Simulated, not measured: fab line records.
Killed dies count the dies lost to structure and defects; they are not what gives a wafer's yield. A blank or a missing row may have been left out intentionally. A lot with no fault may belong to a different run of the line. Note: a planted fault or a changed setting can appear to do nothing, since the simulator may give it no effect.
Which tool did it? -- flow sky130 -- 30 wafers from 10 lots sampled at 6 of the route's 708 steps

== WHAT EACH GAUGE READ, for each wafer ==
The record holds no reading of a measuring or inspecting step that can be judged against a usual standard deviation.

== WHAT TOOL EACH LOT RAN ON (gives the tool, then ch and the chambers of the sampled wafers, and finally the start) ==
lot,SKY_METAL3_SPUTTER_04,SKY_METAL3_ETCH_16,SKY_VIA3_HDPCVD_00,SKY_VIA3_ETCH_15,SKY_VIA3_STRIP_16,SKY_PAD_OPEN_PROBE_99
L567,"pvd sputter-03, day 37 18:15","rie metal-04 ch 0,1, day 39 22:08","hdpcvd-01 ch 0,1,2, day 39 23:02","rie diel-03 ch 1,2, day 41 00:24","plasma asher-03 ch 0,1, day 41 00:28","prober-02, day 47 02:47"
L575,"pvd sputter-04, day 39 23:59","rie metal-01 ch 0,1, day 42 03:11","hdpcvd-01 ch 0,1,2, day 42 04:10","rie diel-03 ch 0,2, day 43 04:56","plasma asher-03 ch 0,1, day 43 05:02","prober-01, day 48 22:42"
L576,"pvd sputter-03, day 40 08:04","rie metal-02 ch 0,1, day 42 09:35","hdpcvd-01 ch 0,1, day 42 10:37","rie diel-01 ch 1,2, day 43 10:57","plasma asher-02 ch 0,1, day 43 11:01","prober-02, day 49 04:53"
L577,"pvd sputter-04, day 40 14:43","rie metal-04 ch 0,1, day 42 16:55","hdpcvd-01 ch 0,1,2, day 42 17:56","rie diel-01 ch 1,2, day 43 17:27","plasma asher-01 ch 0,1, day 43 17:33","prober-01, day 49 09:22"
L580,"pvd sputter-03, day 41 15:35","rie metal-01 ch 0,1, day 43 16:11","hdpcvd-01 ch 0,1,2, day 43 17:05","rie diel-01 ch 0,1,3, day 44 16:36","plasma asher-03 ch 0,1, day 44 16:40","prober-02, day 50 01:32"
L581,"pvd sputter-01, day 41 18:05","rie metal-02 ch 0,1, day 43 17:49","hdpcvd-01 ch 1,2, day 43 18:47","rie diel-04 ch 0,1,3, day 44 18:18","plasma asher-01 ch 0,1, day 44 18:22","prober-01, day 50 04:48"
L583,"pvd sputter-03, day 42 08:37","rie metal-01 ch 0,1, day 44 08:21","hdpcvd-01 ch 0,2, day 44 09:16","rie diel-01 ch 1,2,3, day 45 07:57","plasma asher-01 ch 0,1, day 45 08:02","prober-01, day 50 14:55"
L587,"pvd sputter-03, day 43 15:11","rie metal-01 ch 0, day 45 14:31","hdpcvd-01 ch 1,2, day 45 15:32","rie diel-03 ch 0,1,3, day 46 14:27","plasma asher-02 ch 0,1, day 46 14:31","prober-01, day 51 14:13"
L588,"pvd sputter-04, day 43 17:25","rie metal-04 ch 0,1, day 45 15:35","hdpcvd-02 ch 0,1, day 45 16:49","rie diel-01 ch 0,1,2, day 46 15:37","plasma asher-01 ch 0,1, day 46 15:41","prober-02, day 51 15:04"
L589,"pvd sputter-03, day 43 22:32","rie metal-01 ch 0, day 45 21:00","hdpcvd-01 ch 0,1,2, day 45 21:58","rie diel-03 ch 0,1,2, day 46 20:00","plasma asher-03 ch 0,1, day 46 20:05","prober-01, day 51 19:32"
- SKY_METAL3_SPUTTER_04: material TiN, target thk 70 nm, time 58.3 s.
- SKY_METAL3_ETCH_16: etches BARC in N2/H2, stops on SiO2, time 88.2 s, target depth 60 nm.
- SKY_VIA3_HDPCVD_00: deposits SiO2, target thk 1635 nm, time 272.5 s.
- SKY_VIA3_ETCH_15: etches SiO2 in C4F8/O2/Ar, stops on TiN, target depth 507 nm, time 78 s.
- SKY_VIA3_STRIP_16: strips in O2/N2.
- SKY_PAD_OPEN_PROBE_99

== WHAT THE TOOLS THEMSELVES READ (means of the sampled wafers that have a number; where no wafer has one, the mark that the record gives instead) ==
SKY_METAL3_SPUTTER_04.
lot,tool,chamber pressure pa (Pa),throttle valve pct (%)
L567,pvd sputter-03,0.4007,30.7
L575,pvd sputter-04,0.4002,30.9
L576,pvd sputter-03,0.4008,30.7
L577,pvd sputter-04,0.3993,31.5
L580,pvd sputter-03,0.3998,30.0
L581,pvd sputter-01,0.4005,30.0
L583,pvd sputter-03,0.3995,30.6
L587,pvd sputter-03,0.4001,29.6
L588,pvd sputter-04,0.4004,30.5
L589,pvd sputter-03,0.3994,29.4

SKY_METAL3_ETCH_16.
lot,tool,drypump motor current A (A),n2 flow sccm (sccm),oes product au (a.u.),rf fwd power W (W),throttle valve pct (%)
L567,rie metal-04,5.8,100.1,0.623,494.9,13.203
L575,rie metal-01,5.6,99.8,0.629,496.7,13.198
L576,rie metal-02,6.1,99.7,0.627,496.8,13.198
L577,rie metal-04,5.8,100.2,0.624,495.6,13.200
L580,rie metal-01,5.5,100.0,0.629,497.7,13.219
L581,rie metal-02,6.2,100.2,0.627,497.9,13.212
L583,rie metal-01,5.7,100.0,0.629,498.2,13.192
L587,rie metal-01,5.9,100.3,0.626,498.1,13.200
L588,rie metal-04,5.8,99.8,0.625,494.3,13.199
L589,rie metal-01,5.9,99.8,0.621,496.6,13.208

SKY_VIA3_HDPCVD_00.
lot,tool,pressure mtorr (mTorr),run length s (s),sih4 flow sccm (sccm),susceptor temp C (C)
L567,hdpcvd-01,5.999,300.3,59.96,399.90
L575,hdpcvd-01,-,-,-,-
L576,hdpcvd-01,-,-,-,-
L577,hdpcvd-01,-,-,-,-
L580,hdpcvd-01,6.001,300.4,60.05,399.99
L581,hdpcvd-01,5.999,300.5,60.12,399.91
L583,hdpcvd-01,6.004,300.4,59.91,400.19
L587,hdpcvd-01,5.995,300.4,59.85,399.99
L588,hdpcvd-02,6.012,299.8,59.91,400.09
L589,hdpcvd-01,6.007,300.1,60.06,400.06

SKY_VIA3_ETCH_15.
lot,tool,oes product au (a.u.),rf fwd power W (W)
L567,rie diel-03,0.949,1489
L575,rie diel-03,0.376,1491
L576,rie diel-01,0.377,1491
L577,rie diel-01,0.372,1492
L580,rie diel-01,0.942,1490
L581,rie diel-04,0.945,1481
L583,rie diel-01,0.946,1489
L587,rie diel-03,0.947,1493
L588,rie diel-01,0.944,1488
L589,rie diel-03,0.946,1488

SKY_VIA3_STRIP_16.
lot,tool,drypump motor current A (A),n2 flow sccm (sccm),oes product au (a.u.),strip time to endpoint s (s)
L567,plasma asher-03,5.7,299.8,0.401,4.134
L575,plasma asher-03,5.7,301.1,0.401,4.118
L576,plasma asher-02,6.1,299.5,0.405,4.143
L577,plasma asher-01,5.2,300.4,0.406,4.121
L580,plasma asher-03,5.7,300.3,0.400,4.151
L581,plasma asher-01,5.5,300.4,0.399,4.124
L583,plasma asher-01,5.5,300.2,0.402,4.118
L587,plasma asher-02,6.1,299.8,0.403,4.119
L588,plasma asher-01,5.2,300.4,0.397,4.112
L589,plasma asher-03,5.6,299.2,0.404,4.136

SKY_PAD_OPEN_PROBE_99.
lot,tool,defect limited yield (%),killed_at_M0_to_M3,killed_at_M4_up,killed at contacts,killed at front end,killed at other,killed dies,killed on rim,killed open,killed short,sort_bin_3_pad_short (%),sort_bin_5_function (%),sort_bin_6_memory (%),sort n pass,sort yield pct (%)
L567,prober-02,84.3,41,1.7,20,13,1.0,77,13,43,34,0.9,8.7,6.1,415,84.3
L575,prober-01,0.0,485,0.3,4,3,0.0,492,96,12,5,24.8,72.2,3.0,0,0.0
L576,prober-02,0.0,483,1.3,5,3,0.0,492,96,9,10,25.3,72.3,2.3,0,0.0
L577,prober-01,0.0,483,0.3,6,3,0.0,492,96,9,6,24.4,71.7,3.9,0,0.0
L580,prober-02,83.9,37,3.0,27,12,0.0,79,15,43,36,0.8,9.1,6.2,413,83.9
L581,prober-01,82.2,47,4.7,24,12,0.0,87,19,44,43,1.2,10.9,5.6,405,82.2
L583,prober-01,80.6,50,2.0,27,17,0.3,96,21,56,39,0.9,11.3,7.2,396,80.6
L587,prober-01,82.9,39,2.7,22,20,0.3,84,16,44,41,0.6,10.0,6.6,408,82.9
L588,prober-02,80.8,49,2.0,25,19,0.3,95,20,50,44,0.9,11.8,6.5,397,80.8
L589,prober-01,83.8,48,1.3,19,11,0.3,80,15,38,41,0.9,9.2,6.1,412,83.8

== THE ANSWER, worked out from the rows above alone ==
Rule: the usual values come from the lots themselves. The widest of any qualifying gaps counts: lots, ordered by their means at a reading, are off when they make up no more than a third of the lots, leave a main group of 4 or more, and stand apart from it by 3 or more times the standard deviation of that group's means. Not used: any main group whose means are identical at the precision the tables above print for the reading. A lot without any number at a reading at which 4 lots or more have one is off too. Any other lot the step has rows for is counted as sound. The gauges are gone through in route order, then the tools' own readings, and for those a lot's mean is taken as printed above. At the first step where some lot is off, the reading lying furthest off is the one used; lots without a number count as furthest.
Off: L575, L576, L577 (SKY_VIA3_HDPCVD_00, pressure mtorr). Without a number there: L575, L576, L577. Main group: mean 6.002 mTorr, sd 0.0053.
If a tool, at that step or one of the process steps before it, ran each lot that is off and ran no sound lot following the first of them, it fits. No candidate that was tried fits.

== WHAT THE SIMULATOR HAD PUT IN ==
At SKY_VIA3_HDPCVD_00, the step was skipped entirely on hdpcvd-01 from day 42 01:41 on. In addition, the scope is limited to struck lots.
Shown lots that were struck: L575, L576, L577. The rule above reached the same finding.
